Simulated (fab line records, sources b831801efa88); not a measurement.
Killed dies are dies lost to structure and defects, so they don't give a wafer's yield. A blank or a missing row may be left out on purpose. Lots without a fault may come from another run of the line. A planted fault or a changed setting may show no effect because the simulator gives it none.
Which tool did it? | flow sky130 | 10 lots, 30 wafers sampled, at 6 steps of a route of 708

WHAT THE GAUGES READ, wafer by wafer
SKY_CONTACT_BOW_MEAS_05. Usual: CONTACT_BOW 82 um, standard deviation 7.1.
lot  | measured     | on            | CONTACT_BOW (um) | flag
L771 | day 31 06:11 | film_metro-01 | 82 83 78         |
L774 | day 31 20:16 | film_metro-04 | 73 76 76         |
L780 | day 33 13:58 | film_metro-01 | 92 83 86         |
L781 | day 33 19:51 | film_metro-01 | 75 78 81         |
L788 | day 36 07:25 | film_metro-04 | 88 78 81         |
L790 | day 36 09:37 | film_metro-04 | 84 78 93         |
L789 | day 36 12:35 | film_metro-01 | 89 82 101        |
L792 | day 37 11:24 | film_metro-01 | 83 80 74         |
L793 | day 37 18:51 | film_metro-04 | 66 86 89         |
L794 | day 38 06:07 | film_metro-04 | 77 83 85         |

SKY_CONTACT_THK_MEAS_26: measures by xrf. Usual: CONTACT_W_THK 336 nm, standard deviation 5.
lot  | measured     | on            | CONTACT_W_THK (nm) | flag
L771 | day 32 11:06 | film_metro-01 | 331 328 334        |
L774 | day 33 00:47 | film_metro-04 | 332 339 340        |
L780 | day 34 17:23 | film_metro-01 | 326 331 330        |
L781 | day 34 23:19 | film_metro-01 | 331 327 331        |
L788 | day 37 10:23 | film_metro-03 | 336 340 341        |
L790 | day 37 12:37 | film_metro-01 | 333 328 331        |
L789 | day 37 16:08 | film_metro-04 | 339 339 343        |
L792 | day 38 14:05 | film_metro-04 | 335 340 339        |
L793 | day 38 22:07 | film_metro-01 | 324 331 326        |
L794 | day 39 08:39 | film_metro-04 | 340 343 340        |

SKY_METAL1_RS_MEAS_05: measures by four-point-probe. Usual: METAL1_ALCU_RS 0.1270 ohm/sq, standard deviation 0.0011.
lot  | measured     | on            | METAL1_ALCU_RS (ohm/sq) | flag
L771 | day 32 11:37 | film_metro-02 | 0.1251 0.1268 0.1272    |
L774 | day 33 01:17 | film_metro-03 | 0.1262 0.1265 0.1268    |
L780 | day 34 17:53 | film_metro-04 | 0.1212 0.1211 0.1208    | OFF
L781 | day 34 23:50 | film_metro-03 | 0.1218 0.1216 0.1225    | OFF
L788 | day 37 10:53 | film_metro-04 | 0.1258 0.1257 0.1258    |
L790 | day 37 13:07 | film_metro-02 | 0.1273 0.1273 0.1274    |
L789 | day 37 16:38 | film_metro-03 | 0.1279 0.1286 0.1291    |
L792 | day 38 14:35 | film_metro-03 | 0.1269 0.1276 0.1270    |
L793 | day 38 22:56 | film_metro-02 | 0.1280 0.1269 0.1279    |
L794 | day 39 09:10 | film_metro-03 | 0.1252 0.1268 0.1256    |

SKY_METAL1_THK_MEAS_06: measures by xrf. Usual: METAL1_ALCU_THK 246.9 nm, standard deviation 2.6.
lot  | measured     | on            | METAL1_ALCU_THK (nm) | flag
L771 | day 32 11:43 | film_metro-02 | 250.5 245.4 246.9    |
L774 | day 33 01:25 | film_metro-03 | 250.0 249.4 247.8    |
L780 | day 34 18:01 | film_metro-04 | 255.8 255.5 255.4    | OFF
L781 | day 34 23:56 | film_metro-03 | 255.1 252.6 253.1    |
L788 | day 37 11:01 | film_metro-04 | 250.3 250.6 248.7    |
L790 | day 37 13:14 | film_metro-02 | 246.3 243.4 242.7    |
L789 | day 37 16:46 | film_metro-03 | 245.5 243.5 242.3    |
L792 | day 38 14:42 | film_metro-03 | 246.6 247.2 246.5    |
L793 | day 38 23:04 | film_metro-02 | 243.5 246.3 244.3    |
L794 | day 39 09:16 | film_metro-03 | 250.1 249.3 252.2    |

WHICH TOOL RAN EACH LOT (tool, then ch and the chambers of the sampled wafers, then the start)
lot  | SKY_LOCAL_INTERCONNECT_ETCH_13    | SKY_METAL1_SPUTTER_02
L771 | rie_metal-02 ch 0,1, day 31 04:56 | pvd_sputter-01, day 32 11:30
L774 | rie_metal-02 ch 0,1, day 31 19:01 | pvd_sputter-03, day 33 01:12
L780 | rie_metal-03 ch 0,1, day 33 12:43 | pvd_sputter-01, day 34 17:48
L781 | rie_metal-02 ch 0,1, day 33 18:30 | pvd_sputter-01, day 34 23:42
L788 | rie_metal-01 ch 0,1, day 36 05:47 | pvd_sputter-04, day 37 10:47
L790 | rie_metal-01 ch 0,1, day 36 07:44 | pvd_sputter-01, day 37 13:01
L789 | rie_metal-03 ch 0,1, day 36 11:17 | pvd_sputter-01, day 37 16:33
L792 | rie_metal-03 ch 0,1, day 37 10:07 | pvd_sputter-01, day 38 14:29
L793 | rie_metal-02 ch 0,1, day 37 17:37 | pvd_sputter-01, day 38 22:51
L794 | rie_metal-02 ch 0, day 38 04:46   | pvd_sputter-03, day 39 09:02
- SKY_LOCAL_INTERCONNECT_ETCH_13: etches BARC in N2/H2, stops on SiO2, time 45.9 s, target depth 60 nm.
- SKY_METAL1_SPUTTER_02: material AlCu, target thk 250 nm, time 13.3 s.

WHAT THE TOOLS THEMSELVES READ (means of the sampled wafers that have a number; where no wafer has one, the mark that the record gives instead)
SKY_LOCAL_INTERCONNECT_ETCH_13. Usual: drypump_motor_current_A 5.7 A, standard deviation 0.42; n2_flow_sccm 100.00 sccm, standard deviation 0.29; oes_product_au 0.854 a.u., standard deviation 0.005; throttle_valve_pct 13.225 %, standard deviation 0.0083.
lot  | tool         | drypump_motor_current_A (A) | n2_flow_sccm (sccm) | oes_product_au (a.u.) | throttle_valve_pct (%) | flag
L771 | rie_metal-02 | 6.0                         | 100.04              | 0.854                 | 13.219                 |
L774 | rie_metal-02 | 6.0                         | 100.05              | 0.861                 | 13.223                 |
L780 | rie_metal-03 | 5.6                         | 99.89               | 0.855                 | 13.231                 |
L781 | rie_metal-02 | 6.0                         | 100.10              | 0.859                 | 13.221                 |
L788 | rie_metal-01 | 5.6                         | 99.76               | 0.848                 | 13.225                 |
L790 | rie_metal-01 | 5.4                         | 99.96               | 0.849                 | 13.231                 |
L789 | rie_metal-03 | 5.6                         | 99.83               | 0.856                 | 13.224                 |
L792 | rie_metal-03 | 5.6                         | 99.78               | 0.857                 | 13.229                 |
L793 | rie_metal-02 | 6.0                         | 99.86               | 0.855                 | 13.231                 |
L794 | rie_metal-02 | 6.4                         | 100.31              | 0.858                 | 13.222                 |

SKY_METAL1_SPUTTER_02. Usual: chamber_pressure_pa 0.4001 Pa, standard deviation 0.00084; throttle_valve_pct 30.4 %, standard deviation 0.54.
lot  | tool           | chamber_pressure_pa (Pa) | throttle_valve_pct (%) | flag
L771 | pvd_sputter-01 | 0.3999                   | 30.6                   |
L774 | pvd_sputter-03 | 0.3996                   | 30.3                   |
L780 | pvd_sputter-01 | 0.3425                   | 33.2                   | OFF
L781 | pvd_sputter-01 | 0.3432                   | 32.6                   | OFF
L788 | pvd_sputter-04 | 0.4008                   | 30.4                   |
L790 | pvd_sputter-01 | 0.4006                   | 30.5                   |
L789 | pvd_sputter-01 | 0.4003                   | 30.9                   |
L792 | pvd_sputter-01 | 0.3998                   | 30.5                   |
L793 | pvd_sputter-01 | 0.4005                   | 30.3                   |
L794 | pvd_sputter-03 | 0.3999                   | 30.6                   |

THE ANSWER, worked out from the rows above alone
Rule: a lot is off if the mean of its wafers that have a number lies more than 3 standard deviations from the usual mean. A lot without any number at a reading at which 4 lots or more have one is off too. The other lots that the step has rows for count as sound. The gauges are gone through in route order, then the tools' own readings, and for those a lot's mean is taken as printed above. The first step at which some lot is off is used, and at that step the reading that is off furthest; a lot without a number counts as furthest.
Off: L780, L781, at SKY_METAL1_RS_MEAS_05 (METAL1_ALCU_RS).
A tool fits if, at a process step before that reading, it ran every lot that is off, and no sound lot after the first of them. The gauges at SKY_METAL1_RS_MEAS_05 aren't tried: what is off there is off at SKY_METAL1_SPUTTER_02 too, on other tools, and a gauge's error can't cause that. None of those tried fits.

WHAT THE SIMULATOR HAD PUT IN
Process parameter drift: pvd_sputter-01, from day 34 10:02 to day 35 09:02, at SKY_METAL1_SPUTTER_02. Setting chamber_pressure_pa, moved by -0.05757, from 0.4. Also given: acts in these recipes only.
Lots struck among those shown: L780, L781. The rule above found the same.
